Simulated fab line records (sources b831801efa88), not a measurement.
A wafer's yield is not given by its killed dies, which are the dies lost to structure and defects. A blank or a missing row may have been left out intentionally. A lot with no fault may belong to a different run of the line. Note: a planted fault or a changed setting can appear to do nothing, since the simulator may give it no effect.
fab line records :: flow sky130
record:
  lots: 6
  wafers: 18
  last_day: 50
route steps=708 shown LDD_N@239
lots that met no fault: taken from a fault-free run of the same line
start_h: start of the lot's first displayed wafer, in hours after the record's first day :: wait_h: hours since the lot's step before :: " as in the row above :: L1.1+2: several wafers, shown together as one row :: - either no value or no given start :: * or withheld: withheld :: < > ~ a bound
route shown NAME@n: a module of which the file shows steps, and the number in the route of the first :: usual: mean/standard deviation of fault-free wafers :: same: alike in all rows :: chamber/n: place in a boat :: sites: per-site readings :: _std_site: standard deviation across them :: _edge_site: the outer-site mean with the inner-site mean subtracted :: radius_mm: for every site, how far away it sits from the centre of the wafer :: mask NAME#n: copy n :: behind: the last tool/chamber to shape the wafer :: hold: the reason the lot was held/the length of the hold in hours/how it ended :: device: which transistor (n, p or np) failed to switch :: end of line: tests run on the same wafers once the route is complete :: step lacking rows: just its recipe :: killed: dies lost to structure and defects at the first sort, not the wafer's yield :: map: per-die view of a wafer (x killed, . not killed, _ where there is no die)
set.NAME: the setting the step ran with; set.NAME@STEP: the setting that earlier step ran with :: model.NAME: the simulator's own value behind a step, which no gauge read
lots at selected steps of the route; one table per step, one row per wafer
services: the hour from which a tool's chamber was out of use, counted from the record's first day as start_h (under 0 if before that day), plus the number of hours and why
== steps ==
step: SKY_LDD_N_COAT_02
recipe:
  resist: NOVOLAK
  spin_rpm: 3000
  resist_thk_nm: 300
step: SKY_LDD_N_SOFTBAKE_03
recipe:
  temp_c: 90
  time_s: 60
  resist: NOVOLAK
step: SKY_LDD_N_EXPOSE_04
recipe:
  mask_id: NTM
  target_cd_nm: 840
  na: 0.6
  source_shape: conventional
  sigma_outer: 0.6
  dose_mj: 111.1
step: SKY_LDD_N_PEB_05
recipe:
  temp_c: withheld
  time_s: *
  resist: NOVOLAK
step: SKY_LDD_N_DEVELOP_06
recipe:
  develop_time_s: 60
  dev_temp_c: 23
step: SKY_LDD_N_OVL_MEAS_07
usual:
  LDD_N_OVL: 0.2/1.1
lot.wafer: L165.1
tool: overlay-01
chamber: -
start_h: 448.66
wait_h: 0.1
LDD_N_OVL[nm]: -0.3

lot.wafer: L165.3
tool: overlay-01
chamber: -
start_h: 448.66
wait_h: 0.1
LDD_N_OVL[nm]: 0.3

lot.wafer: L165.5
tool: overlay-01
chamber: -
start_h: 448.66
wait_h: 0.1
LDD_N_OVL[nm]: 0.6

lot.wafer: L178.1
tool: overlay-01
chamber: -
start_h: 567.17
wait_h: 1.9
LDD_N_OVL[nm]: -0.9

lot.wafer: L178.3
tool: overlay-01
chamber: -
start_h: 567.17
wait_h: 1.9
LDD_N_OVL[nm]: 0.2

lot.wafer: L178.6
tool: overlay-01
chamber: -
start_h: 567.17
wait_h: 1.9
LDD_N_OVL[nm]: -1.0

lot.wafer: L179.1
tool: overlay-01
chamber: -
start_h: 568.24
wait_h: 0.1
LDD_N_OVL[nm]: 0.3

lot.wafer: L179.3
tool: overlay-01
chamber: -
start_h: 568.24
wait_h: 0.1
LDD_N_OVL[nm]: 0.9

lot.wafer: L179.4
tool: overlay-01
chamber: -
start_h: 568.24
wait_h: 0.1
LDD_N_OVL[nm]: 0.4

lot.wafer: L181.3
tool: overlay-01
chamber: -
start_h: 582.62
wait_h: 0.1
LDD_N_OVL[nm]: 0.9

lot.wafer: L181.4
tool: overlay-01
chamber: -
start_h: 582.62
wait_h: 0.1
LDD_N_OVL[nm]: -0.3

lot.wafer: L181.6
tool: overlay-01
chamber: -
start_h: 582.62
wait_h: 0.1
LDD_N_OVL[nm]: 1.8

lot.wafer: L182.2
tool: overlay-01
chamber: -
start_h: 594.83
wait_h: 0.1
LDD_N_OVL[nm]: 1.3

lot.wafer: L182.3
tool: overlay-01
chamber: -
start_h: 594.83
wait_h: 0.1
LDD_N_OVL[nm]: -0.6

lot.wafer: L182.4
tool: overlay-01
chamber: -
start_h: 594.83
wait_h: 0.1
LDD_N_OVL[nm]: -1.0

lot.wafer: L183.2
tool: overlay-01
chamber: -
start_h: 597.82
wait_h: 0.1
LDD_N_OVL[nm]: -1.3

lot.wafer: L183.3
tool: overlay-01
chamber: -
start_h: 597.82
wait_h: 0.1
LDD_N_OVL[nm]: -0.1

lot.wafer: L183.5
tool: overlay-01
chamber: -
start_h: 597.82
wait_h: 0.1
LDD_N_OVL[nm]: -1.4
step: SKY_LDD_N_IMPLANT_08
recipe:
  species: As
  energy_kev: 20
  dose_cm2: 7.5e+13
  tilt_deg: withheld
  rotation_deg: 23
step: SKY_LDD_N_IMPLANT_09
recipe:
  species: As
  energy_kev: 20
  dose_cm2: 7.5e+13
  tilt_deg: withheld
  rotation_deg: 113
step: SKY_LDD_N_IMPLANT_10
recipe:
  species: As
  energy_kev: 20
  dose_cm2: 7.5e+13
  tilt_deg: withheld
  rotation_deg: 203
step: SKY_LDD_N_IMPLANT_11
recipe:
  species: As
  energy_kev: 20
  dose_cm2: 7.5e+13
  tilt_deg: withheld
  rotation_deg: 293
step: SKY_LDD_N_IMPLANT_12
recipe:
  species: BF2
  energy_kev: 50
  dose_cm2: 5e+12
  tilt_deg: 30
  rotation_deg: 0
step: SKY_LDD_N_IMPLANT_13
recipe:
  species: BF2
  energy_kev: 50
  dose_cm2: 5e+12
  tilt_deg: 30
  rotation_deg: 90
step: SKY_LDD_N_IMPLANT_14
recipe:
  species: BF2
  energy_kev: 50
  dose_cm2: 5e+12
  tilt_deg: 30
  rotation_deg: 180
usual:
  beam_energy_keV: 50.000/0.016
  beam_on_s: 9.99/0.2
  end_station_pressure_torr: 5.05e-06/2.6e-07
lot.wafer: L165.1
tool: implanter-02
chamber: 0
start_h: 449.60
wait_h: 0.1
beam_energy_keV: 49.995
beam_on_s: 9.78
end_station_pressure_torr: 5.52e-06

lot.wafer: L165.3
tool: implanter-02
chamber: 0
start_h: 449.60
wait_h: 0.1
beam_energy_keV: 49.988
beam_on_s: 9.73
end_station_pressure_torr: 4.97e-06

lot.wafer: L165.5
tool: implanter-02
chamber: 0
start_h: 449.60
wait_h: 0.1
beam_energy_keV: 50.022
beam_on_s: 10.23
end_station_pressure_torr: 5.06e-06

lot.wafer: L178.1
tool: implanter-01
chamber: -
start_h: 568.11
wait_h: 0.1
beam_energy_keV: -
beam_on_s: -
end_station_pressure_torr: -

lot.wafer: L178.3
tool: implanter-01
chamber: -
start_h: 568.11
wait_h: 0.1
beam_energy_keV: -
beam_on_s: -
end_station_pressure_torr: -

lot.wafer: L178.6
tool: implanter-01
chamber: -
start_h: 568.11
wait_h: 0.1
beam_energy_keV: -
beam_on_s: -
end_station_pressure_torr: -

lot.wafer: L179.1
tool: implanter-02
chamber: -
start_h: 569.18
wait_h: 0.1
beam_energy_keV: -
beam_on_s: -
end_station_pressure_torr: -

lot.wafer: L179.3
tool: implanter-02
chamber: -
start_h: 569.18
wait_h: 0.1
beam_energy_keV: -
beam_on_s: -
end_station_pressure_torr: -

lot.wafer: L179.4
tool: implanter-02
chamber: -
start_h: 569.18
wait_h: 0.1
beam_energy_keV: -
beam_on_s: -
end_station_pressure_torr: -

lot.wafer: L181.3
tool: implanter-02
chamber: 0
start_h: 583.60
wait_h: 0.1
beam_energy_keV: 49.991
beam_on_s: 10.02
end_station_pressure_torr: 5.58e-06

lot.wafer: L181.4
tool: implanter-02
chamber: 0
start_h: 583.60
wait_h: 0.1
beam_energy_keV: 49.984
beam_on_s: 10.14
end_station_pressure_torr: 4.39e-06

lot.wafer: L181.6
tool: implanter-02
chamber: 0
start_h: 583.60
wait_h: 0.1
beam_energy_keV: 49.986
beam_on_s: 10.10
end_station_pressure_torr: 5.16e-06

lot.wafer: L182.2
tool: implanter-02
chamber: 0
start_h: 595.78
wait_h: 0.1
beam_energy_keV: 49.996
beam_on_s: 9.97
end_station_pressure_torr: 5.18e-06

lot.wafer: L182.3
tool: implanter-02
chamber: 0
start_h: 595.78
wait_h: 0.1
beam_energy_keV: 50.011
beam_on_s: 9.79
end_station_pressure_torr: 5.12e-06

lot.wafer: L182.4
tool: implanter-02
chamber: 0
start_h: 595.78
wait_h: 0.1
beam_energy_keV: 49.998
beam_on_s: 10.12
end_station_pressure_torr: 5.14e-06

lot.wafer: L183.2
tool: implanter-02
chamber: 0
start_h: 598.77
wait_h: 0.1
beam_energy_keV: 50.035
beam_on_s: 10.09
end_station_pressure_torr: 5.15e-06

lot.wafer: L183.3
tool: implanter-02
chamber: 0
start_h: 598.77
wait_h: 0.1
beam_energy_keV: 49.998
beam_on_s: 10.06
end_station_pressure_torr: 5.16e-06

lot.wafer: L183.5
tool: implanter-02
chamber: 0
start_h: 598.77
wait_h: 0.1
beam_energy_keV: 50.016
beam_on_s: 10.05
end_station_pressure_torr: 5.01e-06
step: SKY_LDD_N_IMPLANT_15
recipe:
  species: BF2
  energy_kev: 50
  dose_cm2: 5e+12
  tilt_deg: 30
  rotation_deg: 270
== services ==
tool: implanter-01
chamber: -
start_h: 447.18
hours: 5.6
kind: pm

tool: implanter-02
chamber: -
start_h: 522.78
hours: 4.6
kind: pm

tool: implanter-02
chamber: -
start_h: 552.70
hours: 15.2
kind: pm
== key ==
first_sign:
  step: SKY_LDD_N_IMPLANT_14
  reading: tool_record
  direction: missing
effect none on later readings
met_at SKY_LDD_N_IMPLANT_14
struck_wafers L178.1,L178.3,L178.6,L179.1,L179.3,L179.4
later_rows_left_out L178.1,L178.3,L178.6,L179.1,L179.3,L179.4
sort_left_out L178.1,L178.3,L178.6,L179.1,L179.3,L179.4
tester_left_out L178,L179
onset_between 449.60 568.11
fault:
  kind: skipped_step_whole
  tool: implanter-01,implanter-02
  chamber: -
  onset_h: 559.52
  steps: SKY_LDD_N_IMPLANT_14
  scope: struck_lots_only
tester_left_out: of these lots the tester's yield and bins aren't shown, on N5 and GAA mostly nor the transistor test; their killed dies are dies lost to structure and defects alone, not to doping, threshold or leakage, so they don't give the yield
sort_left_out: the simulated sort isn't trusted on such a fault, so these wafers' sort isn't shown, and their yield isn't known
later_rows_left_out: the simulator's readings of these wafers behind a module that went badly wrong aren't trusted and aren't shown, but for the sort
